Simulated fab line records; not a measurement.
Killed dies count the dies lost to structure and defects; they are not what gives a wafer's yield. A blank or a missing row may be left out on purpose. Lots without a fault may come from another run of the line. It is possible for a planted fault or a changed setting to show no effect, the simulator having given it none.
Problem report, 8D (eight disciplines) form, completed by code	flow sky130	the parts of the form that need people (team, actions taken, sign-off) are left out

1. WHAT WENT WRONG
At SKY_PAD_OPEN_PROBE_99, killed_at_front_end averages 61 over 6 wafers from 2 lots, while fault-free wafers read 16, standard deviation 3.9. That is +11 standard deviations from the usual mean.
The first sign was on wafer L444.2 at day 48 18:14, on prober-01. The record has a number at this step for 15 wafers belonging to 5 lots. Rule for "out", or "out of limits": more than 4 standard deviations from the usual mean. The rest of the wafers with a number are treated as sound.

2. WHAT IT IS; WHAT IT IS NOT
question	is	is not
which readings at this step	killed_at_front_end	killed_at_M0_to_M3, killed_at_M4_up, killed_at_contacts, killed_at_other, killed_short
which lots	L444, L445	L438, L439, L441
which wafers of those lots	all that have a number	-
read on which tools	prober-01, prober-02	-
when	from day 48 18:14	up to then (9 sound wafers)

3. SUSPECTS, AND WHAT RULES EACH OUT
Counting: a tool stays on the suspect list if, at a process step up to the reading, it processed all lots that are out and no sound lot following the first of them.
- lpcvd-03 at SKY_SONOS_ONO_CVD_04 (deposits SiO2 from SiH4/N2O, target thk 5.7199 nm): kept. Every lot that is out went through it, starting with L444 (day 16 01:15), and after that it ran no sound lot; the last sound lot it ran before then is L441 (day 14 21:47).
Remaining after the count: lpcvd-03 at SKY_SONOS_ONO_CVD_04.

4. THE CAUSE (what the simulator had put in)
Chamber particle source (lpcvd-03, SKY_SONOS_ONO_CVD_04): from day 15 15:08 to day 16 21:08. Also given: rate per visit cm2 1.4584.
The count eliminated every tool but this one.

5. SEQUENCE OF EFFECTS, ordered by route
Rows list readings where the struck wafers' mean (over those with a number) sits beyond 3 standard deviations from the usual. Only readings for which the record gives a usual standard deviation are gone through. hours: the time from each lot's start at the first step in this table that gives one to its start at this step, as a median over the lots. sigmas: the change in usual standard deviations.
hours	step	reading	usual	on struck wafers	change	sigmas
0	SKY_PAD_OPEN_PROBE_99	killed_at_front_end	16	61	+45	+11
0	SKY_PAD_OPEN_PROBE_99	killed_dies	87	123	+36	+3.8
Here are the process steps it includes:
- SKY_PAD_OPEN_PROBE_99

6. WHAT WOULD HAVE CAUGHT IT SOONER
The fault began at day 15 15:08; the first out-of-limits reading in this record came at day 48 18:14, 795 hours later.
Of the tool readings at SKY_SONOS_ONO_CVD_04 for which the record gives a usual standard deviation, none was out on any struck wafer, so an alarm limit of 4 standard deviations on them would not have fired.
Each of the lots that are out, 2 in all, had begun SKY_SONOS_ONO_CVD_04 on lpcvd-03 no later than day 48 18:14. None of them would have been spared by holding the tool at that moment.
